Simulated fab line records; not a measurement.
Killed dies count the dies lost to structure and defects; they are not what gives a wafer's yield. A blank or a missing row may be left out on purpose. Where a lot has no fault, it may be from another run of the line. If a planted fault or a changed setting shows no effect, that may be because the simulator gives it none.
fab line records    flow sky130
record lots=12  wafers=36  last-day=50
route steps=708 shown SONOS_ONO@181 GATE_OXIDE@197 LDD_N@253 LDD_P@265 LDD_HVN@274 PAD_OPEN@708
lots that met no fault: taken from a fault-free run of the same line
start-h: hours from the record's first day to the start of the lot's first wafer shown    wait-h: how many hours have passed since the lot's step before this one    " unchanged from the row above    L1.1+2: a row that stands for several wafers    - no value, or no start given    * or withheld: withheld    < > ~ a bound
route shown NAME@n: names a module that has steps shown in the file, with the first one's number in the route    usual: mean/standard deviation taken from wafers without a fault    same: alike in all rows    chamber/n: place in a boat    sites: per-site readings    _std_site: how widely they spread, as a standard deviation    _edge_site: inner sites' mean taken away from outer sites' mean    radius-mm: how far each site lies from the wafer's centre    mask NAME#n: copy n    behind: the most recent tool/chamber to have shaped the wafer    hold: the reason the lot was held/the length of the hold in hours/how it ended    device: whichever transistor did not switch (one of n, p or np)    end of line: the same wafers' tests at the end of the route    a step without rows: its recipe alone    killed: count of dies lost to structure and defects at first sort (not the wafer's yield)    map: a wafer's dies, marking killed ones x, the rest . and places with no die _
set.NAME: the setting that was run; set.NAME@STEP: the one run at that earlier step    model.NAME: the simulator's own value behind a step, which no gauge read
steps of the route over a sample of lots; a table a step, a row a wafer
services: the hour from which a tool's chamber was out of use, counted from the record's first day as start-h (under 0 if before that day), plus the number of hours and why
## steps
# step SKY_SONOS_ONO_CD_MEAS_13
# recipe target-cd-nm=410
# usual cd-nm=409.9/2.7
lot.wafer  tool       chamber  start-h  wait-h  cd-nm
L176.1     cd-sem-01  -        281.56   0.1     413.0
L176.3     "          -        "        "       411.7
L176.4     "          -        "        "       415.3
L178.1     cd-sem-02  -        298.11   0.1     407.5
L178.3     "          -        "        "       410.1
L178.5     "          -        "        "       408.8
L179.1     cd-sem-02  -        306.36   0.1     405.5
L179.2     "          -        "        "       406.0
L179.3     "          -        "        "       406.2
L181.2     cd-sem-02  -        323.63   0.1     410.2
L181.4     "          -        "        "       410.8
L181.6     "          -        "        "       412.2
L184.3     cd-sem-01  -        346.15   0.1     407.5
L184.5     "          -        "        "       409.2
L184.6     "          -        "        "       409.0
L185.2     cd-sem-01  -        354.39   0.1     409.7
L185.5     "          -        "        "       407.8
L185.6     "          -        "        "       408.6
L193.1     cd-sem-01  -        418.56   0.1     412.8
L193.2     "          -        "        "       412.3
L193.4     "          -        "        "       409.0
L194.3     cd-sem-01  -        428.00   0.1     404.8
L194.4     "          -        "        "       405.9
L194.5     "          -        "        "       404.2
L195.1     cd-sem-01  -        432.81   0.1     410.0
L195.5     "          -        "        "       410.2
L195.6     "          -        "        "       411.6
L196.3     cd-sem-02  -        442.30   0.1     404.9
L196.5     "          -        "        "       406.2
L196.6     "          -        "        "       405.8
L198.4     cd-sem-01  -        463.47   0.1     410.7
L198.5     "          -        "        "       410.1
L198.6     "          -        "        "       408.3
L199.1     cd-sem-01  -        475.41   0.1     410.7
L199.5     "          -        "        "       411.5
L199.6     "          -        "        "       410.4
# step SKY_GATE_OXIDE_OVL_MEAS_10
# usual GATE_OXIDE_OVL=-0.3/1.6
lot.wafer  tool        chamber  start-h  wait-h  GATE_OXIDE_OVL[nm]
L176.1     overlay-01  -        309.99   0.1     0.5
L176.3     "           -        "        "       -1.5
L176.4     "           -        "        "       2.2
L178.1     overlay-01  -        326.94   0.1     0.4
L178.3     "           -        "        "       -1.6
L178.5     "           -        "        "       -0.2
L179.1     overlay-02  -        336.36   0.1     -1.5
L179.2     "           -        "        "       -2.2
L179.3     "           -        "        "       -1.7
L181.2     overlay-01  -        353.37   0.1     -0.7
L181.4     "           -        "        "       -1.2
L181.6     "           -        "        "       1.8
L184.3     overlay-01  -        375.22   0.1     0.4
L184.5     "           -        "        "       3.8
L184.6     "           -        "        "       -0.9
L185.2     overlay-01  -        384.37   0.1     -1.8
L185.5     "           -        "        "       -1.3
L185.6     "           -        "        "       -2.3
L193.1     overlay-02  -        451.57   0.1     0.1
L193.2     "           -        "        "       0.9
L193.4     "           -        "        "       -0.5
L194.3     overlay-01  -        460.63   0.1     -0.8
L194.4     "           -        "        "       -3.0
L194.5     "           -        "        "       -1.6
L195.1     overlay-01  -        468.12   0.1     -1.2
L195.5     "           -        "        "       -2.0
L195.6     "           -        "        "       -0.9
L196.3     overlay-01  -        474.47   0.1     -1.4
L196.5     "           -        "        "       0.4
L196.6     "           -        "        "       0.7
L198.4     overlay-02  -        496.13   0.1     -0.3
L198.5     "           -        "        "       -0.4
L198.6     "           -        "        "       0.8
L199.1     overlay-01  -        508.34   0.1     -2.2
L199.5     "           -        "        "       0.3
L199.6     "           -        "        "       -2.3
# step SKY_LDD_N_STRIP_16
# recipe chemistry=O2/N2  power-w=1400  pressure-mtorr=1500  platen-temp-c=withheld  o2-flow-sccm=3000  n2-flow-sccm=300  overash-fraction=0.5
# usual chamber-pressure-mTorr=1500.2/1.5  drypump-motor-current-A=5.9/0.52  n2-flow-sccm=299.9/1.2  oes-product-au=0.407/0.0044  strip-time-to-endpoint-s=4.324/0.016
lot.wafer  tool             chamber  start-h  wait-h  chamber-pressure-mTorr  drypump-motor-current-A  n2-flow-sccm  oes-product-au  rf-hours-counter-h  strip-time-to-endpoint-s
L176.1     plasma-asher-01  0        405.50   0.1     1500.2                  5.9                      298.7         0.407           26                  4.315
L176.3     "                1        "        "       1504.2                  5.2                      299.9         0.411           -                   4.312
L176.4     "                0        "        "       1500.7                  5.9                      300.0         0.406           -                   4.344
L178.1     plasma-asher-04  0        421.15   0.1     1499.0                  6.0                      300.5         0.401           66                  4.325
L178.3     "                0        "        "       1499.7                  6.0                      300.0         0.409           -                   4.315
L178.5     "                0        "        "       1496.0                  6.0                      300.4         0.407           -                   4.342
L179.1     plasma-asher-02  0        434.95   0.1     1499.2                  6.8                      300.8         0.407           0                   4.334
L179.2     "                1        "        "       1500.4                  5.7                      300.1         0.406           0                   4.334
L179.3     "                1        "        "       1499.2                  5.7                      300.9         0.403           -                   4.361
L181.2     plasma-asher-04  1        450.40   0.1     1500.3                  5.4                      299.2         0.411           69                  4.339
L181.4     "                0        "        "       1501.9                  6.0                      300.4         0.410           -                   4.354
L181.6     "                1        "        "       1499.1                  5.4                      299.6         0.406           -                   4.333
L184.3     plasma-asher-04  0        477.28   0.1     1500.5                  6.1                      300.3         0.411           -                   4.296
L184.5     "                1        "        "       1502.5                  5.4                      300.6         0.404           -                   4.326
L184.6     "                0        "        "       1499.9                  6.1                      299.4         0.406           -                   4.312
L185.2     plasma-asher-04  1        487.10   0.1     1501.8                  5.4                      298.8         0.399           73                  4.318
L185.5     "                1        "        "       1497.1                  5.4                      300.2         0.402           -                   4.300
L185.6     "                0        "        "       1498.5                  6.0                      300.4         0.406           -                   4.313
L193.1     plasma-asher-04  1        552.40   0.1     -                       -                        -             -               -                   -
L193.2     "                0        "        "       -                       -                        -             -               -                   -
L193.4     "                0        "        "       -                       -                        -             -               -                   -
L194.3     plasma-asher-01  1        561.48   0.1     -                       -                        -             -               -                   -
L194.4     "                0        "        "       -                       -                        -             -               -                   -
L194.5     "                0        "        "       -                       -                        -             -               -                   -
L195.1     plasma-asher-04  1        566.94   0.1     -                       -                        -             -               -                   -
L195.5     "                0        "        "       -                       -                        -             -               -                   -
L195.6     "                1        "        "       -                       -                        -             -               -                   -
L196.3     plasma-asher-01  0        574.08   0.1     1502.6                  5.9                      299.1         0.406           -                   4.318
L196.5     "                0        "        "       1500.8                  5.9                      300.3         0.409           -                   4.331
L196.6     "                1        "        "       1499.1                  5.2                      301.1         0.409           -                   4.315
L198.4     plasma-asher-02  1        594.78   0.1     1500.1                  5.8                      299.1         0.402           -                   4.352
L198.5     "                0        "        "       1500.1                  6.9                      298.8         0.404           -                   4.329
L198.6     "                1        "        "       1500.3                  5.7                      300.3         0.398           -                   4.346
L199.1     plasma-asher-02  1        607.39   0.1     1501.5                  5.8                      299.6         0.406           17                  4.326
L199.5     "                0        "        "       1500.9                  6.9                      300.1         0.408           -                   4.318
L199.6     "                1        "        "       1497.7                  5.7                      300.1         0.409           -                   4.310
# step SKY_LDD_P_STRIP_10
# recipe chemistry=O2/N2  power-w=1400  pressure-mtorr=1500  platen-temp-c=withheld  o2-flow-sccm=3000  n2-flow-sccm=300  overash-fraction=0.5
# usual chamber-pressure-mTorr=1499.9/1.4  drypump-motor-current-A=5.63/0.29  n2-flow-sccm=300.0/0.92  oes-product-au=0.716/0.0045  strip-time-to-endpoint-s=14.18/0.043
lot.wafer  tool             chamber  start-h  wait-h  chamber-pressure-mTorr  drypump-motor-current-A  n2-flow-sccm  oes-product-au  rf-hours-counter-h  strip-time-to-endpoint-s
L176.1     plasma-asher-03  1        436.10   0.1     1501.5                  5.71                     299.7         0.716           64                  14.21
L176.3     "                0        "        "       1499.8                  5.71                     298.9         0.718           -                   14.14
L176.4     "                1        "        "       1500.0                  5.71                     300.3         0.707           -                   14.17
L178.1     plasma-asher-04  0        452.60   0.1     1501.2                  6.06                     298.3         0.720           70                  14.26
L178.3     "                0        "        "       1502.2                  6.05                     299.3         0.714           -                   14.25
L178.5     "                1        "        "       1500.1                  5.41                     301.3         0.714           -                   14.26
L179.1     plasma-asher-01  1        466.17   0.1     1501.3                  5.17                     301.5         0.719           33                  14.12
L179.2     "                0        "        "       1499.5                  5.87                     299.5         0.716           33                  14.14
L179.3     "                0        "        "       1497.5                  5.88                     300.8         0.719           -                   14.17
L181.2     plasma-asher-01  1        481.35   0.1     1498.9                  5.21                     299.5         0.716           35                  14.26
L181.4     "                0        "        "       1499.9                  5.88                     300.3         0.718           -                   14.26
L181.6     "                0        "        "       1500.6                  5.88                     299.9         0.722           -                   14.19
L184.3     plasma-asher-01  1        508.85   0.1     1499.2                  5.20                     301.4         0.710           -                   14.23
L184.5     "                1        "        "       1498.8                  5.20                     300.6         0.723           -                   14.23
L184.6     "                0        "        "       1499.1                  5.87                     299.8         0.713           -                   14.21
L185.2     plasma-asher-01  1        518.62   0.1     1500.3                  5.21                     300.0         0.716           39                  14.17
L185.5     "                0        "        "       1498.2                  5.87                     300.9         0.709           -                   14.22
L185.6     "                1        "        "       1498.5                  5.19                     299.5         0.712           -                   14.19
L193.1     plasma-asher-01  0        582.57   0.1     1500.6                  5.89                     299.9         0.714           45                  18.75
L193.2     "                1        "        "       1501.6                  5.18                     298.7         0.709           45                  18.79
L193.4     "                1        "        "       1500.8                  5.16                     299.9         0.712           -                   18.77
L194.3     plasma-asher-03  1        591.73   0.1     1500.0                  5.69                     299.9         0.718           -                   18.75
L194.4     "                0        "        "       1496.9                  5.74                     299.7         0.719           -                   18.76
L194.5     "                1        "        "       1499.4                  5.70                     298.8         0.707           -                   18.69
L195.1     plasma-asher-01  0        596.97   0.1     1496.8                  5.89                     298.4         0.717           47                  18.67
L195.5     "                0        "        "       1498.7                  5.88                     298.4         0.712           -                   18.70
L195.6     "                1        "        "       1499.8                  5.15                     299.6         0.712           -                   18.67
L196.3     plasma-asher-03  0        603.33   0.1     1500.8                  5.74                     301.5         0.709           -                   14.18
L196.5     "                1        "        "       1502.9                  5.70                     300.4         0.716           -                   14.19
L196.6     "                0        "        "       1501.2                  5.71                     300.4         0.705           -                   14.19
L198.4     plasma-asher-01  1        625.88   0.1     1501.0                  5.19                     298.6         0.718           -                   14.22
L198.5     "                0        "        "       1500.0                  5.85                     299.8         0.715           -                   14.19
L198.6     "                1        "        "       1498.7                  5.19                     298.6         0.715           -                   14.16
L199.1     plasma-asher-04  1        636.70   0.1     1500.5                  5.42                     301.2         0.714           90                  14.18
L199.5     "                1        "        "       1498.1                  5.39                     300.9         0.723           -                   14.16
L199.6     "                0        "        "       1498.5                  6.05                     300.7         0.709           -                   14.17
# step SKY_LDD_P_TW_MEAS_11
# usual LDD_P_TW=635/6.3
lot.wafer  tool           chamber  start-h  wait-h  hold                      LDD_P_TW
L176.1     film-metro-03  -        436.20   0.1     -                         632
L176.3     "              -        "        "       -                         633
L176.4     "              -        "        "       -                         634
L178.1     film-metro-01  -        452.70   0.1     -                         642
L178.3     "              -        "        "       -                         644
L178.5     "              -        "        "       -                         644
L179.1     film-metro-01  -        466.27   0.1     -                         643
L179.2     "              -        "        "       -                         641
L179.3     "              -        "        "       -                         645
L181.2     film-metro-04  -        481.46   0.1     -                         628
L181.4     "              -        "        "       -                         630
L181.6     "              -        "        "       -                         625
L184.3     film-metro-03  -        508.94   0.1     -                         638
L184.5     "              -        "        "       -                         638
L184.6     "              -        "        "       -                         640
L185.2     film-metro-04  -        518.73   0.1     -                         631
L185.5     "              -        "        "       -                         634
L185.6     "              -        "        "       -                         631
L193.1     film-metro-04  -        582.67   0.1     await-dispo/0.2h/release  30
L193.2     "              -        "        "       await-dispo/0.2h/release  30
L193.4     "              -        "        "       await-dispo/0.2h/release  30
L193.1     film-metro-04  -        582.90   0.2     -                         30
L193.2     "              -        "        "       -                         30
L193.4     "              -        "        "       -                         30
L194.3     film-metro-04  -        591.82   0.1     await-dispo/0.2h/release  30
L194.4     "              -        "        "       await-dispo/0.2h/release  30
L194.5     "              -        "        "       await-dispo/0.2h/release  30
L194.3     film-metro-04  -        592.05   0.2     -                         30
L194.4     "              -        "        "       -                         30
L194.5     "              -        "        "       -                         30
L195.1     film-metro-03  -        597.07   0.1     await-dispo/0.2h/release  30
L195.5     "              -        "        "       await-dispo/0.2h/release  30
L195.6     "              -        "        "       await-dispo/0.2h/release  30
L195.1     film-metro-03  -        597.29   0.2     -                         30
L195.5     "              -        "        "       -                         30
L195.6     "              -        "        "       -                         30
L196.3     film-metro-04  -        603.42   0.1     -                         625
L196.5     "              -        "        "       -                         628
L196.6     "              -        "        "       -                         629
L198.4     film-metro-04  -        625.98   0.1     -                         631
L198.5     "              -        "        "       -                         629
L198.6     "              -        "        "       -                         630
L199.1     film-metro-01  -        636.80   0.1     -                         638
L199.5     "              -        "        "       -                         642
L199.6     "              -        "        "       -                         637
# step SKY_LDD_HVN_OVL_MEAS_07
# usual LDD_HVN_OVL=1.0/1.2
lot.wafer  tool        chamber  start-h  wait-h  LDD_HVN_OVL[nm]
L176.1     overlay-01  -        467.11   0.1     0.5
L176.3     "           -        "        "       1.2
L176.4     "           -        "        "       -1.0
L178.1     overlay-01  -        483.01   0.1     1.9
L178.3     "           -        "        "       0.2
L178.5     "           -        "        "       1.1
L179.1     overlay-01  -        497.56   0.1     -0.1
L179.2     "           -        "        "       0.0
L179.3     "           -        "        "       0.8
L181.2     overlay-01  -        512.42   0.1     1.0
L181.4     "           -        "        "       -0.1
L181.6     "           -        "        "       0.8
L184.3     overlay-02  -        538.67   0.1     0.7
L184.5     "           -        "        "       1.1
L184.6     "           -        "        "       1.5
L185.2     overlay-01  -        548.22   0.1     3.7
L185.5     "           -        "        "       2.3
L185.6     "           -        "        "       2.3
L196.3     overlay-02  -        632.37   0.1     -0.3
L196.5     "           -        "        "       1.1
L196.6     "           -        "        "       0.1
L198.4     overlay-01  -        653.66   0.1     -0.2
L198.5     "           -        "        "       3.1
L198.6     "           -        "        "       -0.1
L199.1     overlay-02  -        664.64   0.1     -0.3
L199.5     "           -        "        "       0.1
L199.6     "           -        "        "       -0.2
# step SKY_PAD_OPEN_PROBE_99
# usual defect-limited-yield=82.4/1.9  killed_at_M0_to_M3=44/6.5  killed_at_M4_up=2.9/1.7  killed-at-contacts=24/5.7  killed-at-front-end=16/4.4  killed-at-other=0.2/0.48  killed-dies=87/9.6  killed-open=48/6.7  killed-short=38/6.2  sort_bin_3_pad_short=0.8/0.39  sort_bin_5_function=10.5/1.6  sort_bin_6_memory=6.4/1  sort-n-pass=405/9.5  sort-yield-pct=82.3/1.9
# same gross-dies=492  killed-at-back-side=0  sort_bin_4_leakage[%]=0  sort_bin_8_speed[%]=0
lot.wafer  tool       chamber  start-h  wait-h  defect-limited-yield[%]  killed_at_M0_to_M3  killed_at_M4_up  killed-at-contacts  killed-at-front-end  killed-at-other  killed-dies  killed-open  killed-short  sort_bin_3_pad_short[%]  sort_bin_5_function[%]  sort_bin_6_memory[%]  sort-n-pass  sort-yield-pct[%]
L176.1     prober-02  -        1084.56  0.1     82.1                     51                  5                18                  14                   0                88           57           31            0.8                      9.8                     7.3                   404          82.1
L176.3     prober-02  -        1084.66  0.2     81.9                     50                  4                20                  15                   0                89           54           35            0.8                      11.8                    5.5                   403          81.9
L176.4     prober-02  -        1084.71  0.2     82.3                     48                  1                21                  17                   0                87           56           29            0.2                      11.0                    6.5                   405          82.3
L178.1     prober-02  -        1088.71  0.1     82.1                     42                  2                21                  22                   1                88           43           45            0                        10.2                    7.7                   404          82.1
L178.3     prober-02  -        1088.81  0.2     86.4                     33                  3                18                  13                   0                67           32           35            0                        9.1                     4.5                   425          86.4
L178.5     prober-02  -        1088.91  0.2     79.5                     40                  3                37                  21                   0                101          59           42            1.4                      11.2                    7.9                   391          79.5
L179.1     prober-02  -        1100.56  0.1     78.7                     48                  4                26                  25                   2                105          50           54            0.8                      12.4                    8.1                   387          78.7
L179.2     prober-02  -        1100.61  0.1     79.7                     39                  4                29                  28                   0                100          52           47            0.8                      11.0                    8.5                   392          79.7
L179.3     prober-02  -        1100.66  0.2     80.9                     54                  5                17                  18                   0                94           57           37            1.6                      10.6                    6.9                   398          80.9
L181.2     prober-02  -        1111.43  0.1     79.5                     47                  3                23                  28                   0                101          50           51            1.0                      12.2                    7.3                   391          79.5
L181.4     prober-02  -        1111.53  0.2     82.3                     44                  4                20                  19                   0                87           45           42            1.6                      10.8                    5.3                   405          82.3
L181.6     prober-02  -        1111.63  0.2     81.7                     42                  3                27                  17                   1                90           53           37            0.8                      11.2                    6.3                   402          81.7
L184.3     prober-01  -        1126.83  0.2     82.3                     50                  1                19                  17                   0                87           51           36            1.6                      11.2                    4.9                   405          82.3
L184.5     prober-01  -        1126.93  0.2     77.6                     58                  6                28                  18                   0                110          53           57            1.0                      13.6                    7.7                   382          77.6
L184.6     prober-01  -        1126.98  0.2     83.7                     42                  1                27                  10                   0                80           46           34            0.8                      9.3                     6.1                   412          83.7
L185.2     prober-01  -        1132.44  0.1     83.5                     40                  0                27                  14                   0                81           50           31            0.4                      10.8                    5.3                   411          83.5
L185.5     prober-01  -        1132.59  0.2     78.7                     41                  4                45                  15                   0                105          56           49            1.0                      14.6                    5.7                   387          78.7
L185.6     prober-01  -        1132.64  0.2     80.1                     53                  4                25                  16                   0                98           53           45            0.8                      12.8                    6.3                   394          80.1
L196.3     prober-01  -        1185.58  0.2     81.3                     47                  2                25                  18                   0                92           38           53            1.2                      12.6                    4.9                   400          81.3
L196.5     prober-01  -        1185.68  0.2     83.1                     36                  8                19                  19                   1                83           41           41            0.4                      10.4                    6.1                   409          83.1
L196.6     prober-01  -        1185.73  0.2     83.7                     39                  1                26                  14                   0                80           55           25            0.4                      9.1                     6.7                   412          83.7
L198.4     prober-01  -        1201.08  0.2     84.1                     42                  3                21                  12                   0                78           39           38            1.2                      8.5                     6.1                   414          84.1
L198.5     prober-01  -        1201.13  0.2     83.1                     45                  5                20                  13                   0                83           48           34            0.8                      10.0                    6.1                   409          83.1
L198.6     prober-01  -        1201.18  0.2     84.8                     48                  2                17                  8                    0                75           40           35            1.8                      7.9                     5.5                   417          84.8
L199.1     prober-02  -        1203.73  0.1     81.7                     52                  3                23                  12                   0                90           48           42            0.2                      11.8                    6.3                   402          81.7
L199.5     prober-02  -        1203.93  0.2     80.5                     51                  6                22                  17                   0                96           56           40            0.8                      11.4                    7.3                   396          80.5
L199.6     prober-02  -        1203.98  0.2     80.7                     54                  4                19                  18                   0                95           50           45            1.4                      11.0                    6.9                   397          80.7
# killed by level:class
L176.1 VIA1:geometric-particle:open=13 VIA2:geometric-particle:open=12 VIA3:geometric-particle:open=8 LI_CONTACT:geometric-particle:open=7 METAL2:geometric-particle:short=7 CONTACT:geometric-particle:open=6 POLY_GATE:geometric-particle:short=4 VIA1:geometric-particle:short=4
L176.3 VIA1:geometric-particle:open=12 CONTACT:geometric-particle:open=8 VIA3:geometric-particle:open=8 METAL2:geometric-particle:short=7 VIA2:geometric-particle:open=6 LI_CONTACT:geometric-particle:open=5 METAL1:geometric-particle:short=5 FIELD_ISO:geometric-particle:short=4
L176.4 VIA1:geometric-particle:open=16 CONTACT:geometric-particle:open=8 VIA3:geometric-particle:open=8 FIELD_ISO:geometric-particle:short=6 LI_CONTACT:geometric-particle:open=6 VIA2:geometric-particle:open=6 VIA1:geometric-particle:short=5 POLY_GATE:geometric-particle:open=4
L178.1 VIA1:geometric-particle:open=10 CONTACT:geometric-particle:open=9 FIELD_ISO:geometric-particle:short=7 FIELD_ISO:geometric-particle:open=7 SPACER:geometric-particle:short=7 VIA2:geometric-particle:open=7 VIA1:geometric-particle:short=5 LOCAL_INTERCONNECT:geometric-particle:short=5
L178.3 VIA2:geometric-particle:short=6 FIELD_ISO:geometric-particle:open=5 LI_CONTACT:geometric-particle:open=5 CONTACT:geometric-particle:open=5 METAL1:geometric-particle:short=5 VIA1:geometric-particle:open=5 LOCAL_INTERCONNECT:geometric-particle:short=4 VIA1:geometric-particle:short=4
L178.5 CONTACT:geometric-particle:open=13 VIA1:geometric-particle:open=11 LI_CONTACT:geometric-particle:open=8 FIELD_ISO:geometric-particle:open=7 CONTACT:geometric-particle:short=7 LOCAL_INTERCONNECT:geometric-particle:short=6 VIA2:geometric-particle:open=6 VIA3:geometric-particle:open=6
L179.1 CONTACT:geometric-particle:open=11 VIA1:geometric-particle:open=11 VIA3:geometric-particle:short=7 METAL2:geometric-particle:short=7 FIELD_ISO:geometric-particle:short=6 POLY_GATE:geometric-particle:short=6 LI_CONTACT:geometric-particle:open=6 LOCAL_INTERCONNECT:geometric-particle:short=6
L179.2 LOCAL_INTERCONNECT:geometric-particle:short=10 POLY_GATE:geometric-particle:open=8 LI_CONTACT:geometric-particle:open=8 VIA1:geometric-particle:open=7 VIA2:geometric-particle:open=7 FIELD_ISO:geometric-particle:short=6 VIA3:geometric-particle:open=6 CONTACT:geometric-particle:short=5
L179.3 VIA1:geometric-particle:open=10 CONTACT:geometric-particle:open=9 METAL1:geometric-particle:short=9 POLY_GATE:geometric-particle:open=7 VIA2:geometric-particle:open=7 FIELD_ISO:geometric-particle:open=6 METAL2:geometric-particle:short=5 LOCAL_INTERCONNECT:geometric-particle:short=4
L181.2 METAL2:geometric-particle:short=9 FIELD_ISO:geometric-particle:open=8 LI_CONTACT:geometric-particle:open=8 VIA1:geometric-particle:open=8 POLY_GATE:geometric-particle:open=7 POLY_GATE:geometric-particle:short=6 CONTACT:geometric-particle:open=6 VIA3:geometric-particle:short=6
L181.4 CONTACT:geometric-particle:open=13 VIA1:geometric-particle:open=9 VIA1:geometric-particle:short=7 VIA2:geometric-particle:open=7 FIELD_ISO:geometric-particle:short=6 POLY_GATE:geometric-particle:short=6 VIA3:geometric-particle:short=6 METAL2:geometric-particle:short=5
L181.6 CONTACT:geometric-particle:open=13 VIA1:geometric-particle:open=8 VIA1:geometric-particle:short=7 VIA2:geometric-particle:open=7 LI_CONTACT:geometric-particle:open=6 VIA3:geometric-particle:open=6 FIELD_ISO:geometric-particle:open=4 FIELD_ISO:geometric-particle:short=4
L184.3 VIA1:geometric-particle:open=14 METAL3:geometric-particle:short=9 LI_CONTACT:geometric-particle:open=7 FIELD_ISO:geometric-particle:open=6 VIA3:geometric-particle:open=6 FIELD_ISO:geometric-particle:short=5 VIA1:geometric-particle:short=5 VIA2:geometric-particle:open=5
L184.5 VIA2:geometric-particle:open=12 VIA1:geometric-particle:open=12 CONTACT:geometric-particle:short=8 LI_CONTACT:geometric-particle:short=8 METAL2:geometric-particle:short=7 VIA3:geometric-particle:open=6 FIELD_ISO:geometric-particle:open=5 FIELD_ISO:geometric-particle:short=5
L184.6 VIA1:geometric-particle:open=12 LI_CONTACT:geometric-particle:open=9 CONTACT:geometric-particle:open=9 VIA2:geometric-particle:open=7 LOCAL_INTERCONNECT:geometric-particle:short=6 VIA2:geometric-particle:short=5 VIA3:geometric-particle:short=4 METAL2:geometric-particle:short=4
L185.2 CONTACT:geometric-particle:open=12 VIA1:geometric-particle:open=10 VIA1:geometric-particle:short=7 POLY_GATE:geometric-particle:open=6 LOCAL_INTERCONNECT:geometric-particle:short=5 SPACER:geometric-particle:open=4 METAL2:geometric-particle:short=4 VIA3:geometric-particle:open=4
L185.5 CONTACT:geometric-particle:open=14 LI_CONTACT:geometric-particle:open=13 VIA1:geometric-particle:open=9 LI_CONTACT:geometric-particle:short=8 CONTACT:geometric-particle:short=8 METAL2:geometric-particle:short=7 VIA2:geometric-particle:open=7 VIA1:geometric-particle:short=6
L185.6 VIA3:geometric-particle:open=11 VIA1:geometric-particle:open=9 CONTACT:geometric-particle:open=7 VIA2:geometric-particle:open=7 LI_CONTACT:geometric-particle:open=6 LOCAL_INTERCONNECT:geometric-particle:short=6 METAL1:geometric-particle:short=6 FIELD_ISO:geometric-particle:short=5
L196.3 VIA2:geometric-particle:open=10 VIA1:geometric-particle:open=8 VIA1:geometric-particle:short=7 CONTACT:geometric-particle:short=6 METAL2:geometric-particle:short=6 POLY_GATE:geometric-particle:short=5 LOCAL_INTERCONNECT:geometric-particle:short=5 LI_CONTACT:geometric-particle:open=5
L196.5 CONTACT:geometric-particle:open=8 VIA1:geometric-particle:open=8 VIA2:geometric-particle:short=7 METAL4:geometric-particle:short=7 FIELD_ISO:geometric-particle:short=6 FIELD_ISO:geometric-particle:open=5 POLY_GATE:geometric-particle:open=5 METAL2:geometric-particle:short=4
L196.6 CONTACT:geometric-particle:open=12 VIA1:geometric-particle:open=12 VIA2:geometric-particle:open=11 LOCAL_INTERCONNECT:geometric-particle:short=5 LI_CONTACT:geometric-particle:open=4 CONTACT:geometric-particle:short=4 FIELD_ISO:geometric-particle:open=3 FIELD_ISO:geometric-particle:short=3
L198.4 CONTACT:geometric-particle:open=9 VIA1:geometric-particle:open=9 VIA3:geometric-particle:open=8 METAL1:geometric-particle:short=7 CONTACT:geometric-particle:short=5 METAL2:geometric-particle:short=5 FIELD_ISO:geometric-particle:open=4 VIA1:geometric-particle:short=4
L198.5 VIA1:geometric-particle:open=10 VIA3:geometric-particle:open=9 METAL2:geometric-particle:short=8 CONTACT:geometric-particle:open=7 VIA2:geometric-particle:open=5 FIELD_ISO:geometric-particle:open=4 FIELD_ISO:geometric-particle:short=4 LI_CONTACT:geometric-particle:short=4
L198.6 VIA1:geometric-particle:open=9 VIA3:geometric-particle:open=7 METAL2:geometric-particle:short=6 CONTACT:geometric-particle:open=6 METAL1:geometric-particle:short=6 VIA1:geometric-particle:short=5 METAL3:geometric-particle:short=5 LOCAL_INTERCONNECT:geometric-particle:open=4
L199.1 VIA1:geometric-particle:open=10 VIA3:geometric-particle:open=9 CONTACT:geometric-particle:open=8 METAL2:geometric-particle:short=8 LI_CONTACT:geometric-particle:open=6 METAL1:geometric-particle:short=6 VIA2:geometric-particle:open=5 POLY_CUT:geometric-particle:short=3
L199.5 VIA1:geometric-particle:open=11 CONTACT:geometric-particle:open=9 VIA3:geometric-particle:open=8 LI_CONTACT:geometric-particle:open=8 VIA2:geometric-particle:open=6 METAL3:geometric-particle:short=6 FIELD_ISO:geometric-particle:open=5 FIELD_ISO:geometric-particle:short=4
L199.6 METAL1:geometric-particle:short=10 VIA1:geometric-particle:open=10 CONTACT:geometric-particle:open=9 VIA3:geometric-particle:open=7 LI_CONTACT:geometric-particle:open=6 VIA1:geometric-particle:short=6 FIELD_ISO:geometric-particle:open=5 VIA2:geometric-particle:short=5
## services
tool             chamber  start-h  hours  kind
plasma-asher-02  -        400.01   0.5    repair
plasma-asher-02  -        407.01   7.8    repair
plasma-asher-02  -        415.18   1.6    repair
plasma-asher-02  -        421.25   9.0    pm
plasma-asher-02  0        421.25   9.0    vent-cycle
plasma-asher-02  1        421.25   9.0    vent-cycle
plasma-asher-02  0        430.25   -      clean
plasma-asher-02  1        430.25   -      clean
plasma-asher-02  -        444.50   2.8    pm
plasma-asher-02  -        447.96   14.6   pm
plasma-asher-01  -        521.06   1.4    repair
plasma-asher-03  -        532.04   1.2    repair
plasma-asher-03  -        546.80   15.6   pm
plasma-asher-04  -        613.78   2.4    repair
plasma-asher-03  -        620.85   22.9   repair
## key
first-sign step=SKY_LDD_N_STRIP_16  reading=tool-record  direction=missing
effect step=SKY_LDD_P_STRIP_10  reading=strip-time-to-endpoint-s  direction=up  sigmas=99+  usual=*  struck=*
effect step=SKY_LDD_P_TW_MEAS_11  reading=visit  direction=added
effect step=SKY_LDD_P_TW_MEAS_11  reading=LDD_P_TW  direction=down  sigmas=95  usual=635  struck=30
met-at SKY_LDD_N_STRIP_16
struck-lots L193,L194,L195
scrapped-behind SKY_LDD_P_TW_MEAS_11 L193.1,L193.2,L193.4,L194.3,L194.4,L194.5,L195.1,L195.5,L195.6
not-acting-at SKY_SONOS_ONO_CD_MEAS_13,SKY_GATE_OXIDE_OVL_MEAS_10,SKY_LDD_HVN_OVL_MEAS_07
onset-between 487.10 552.40
fault kind=skipped-step-whole  tool=plasma-asher-01,plasma-asher-04  chamber=-  onset-h=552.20  steps=SKY_LDD_N_STRIP_16  scope=struck-lots-only
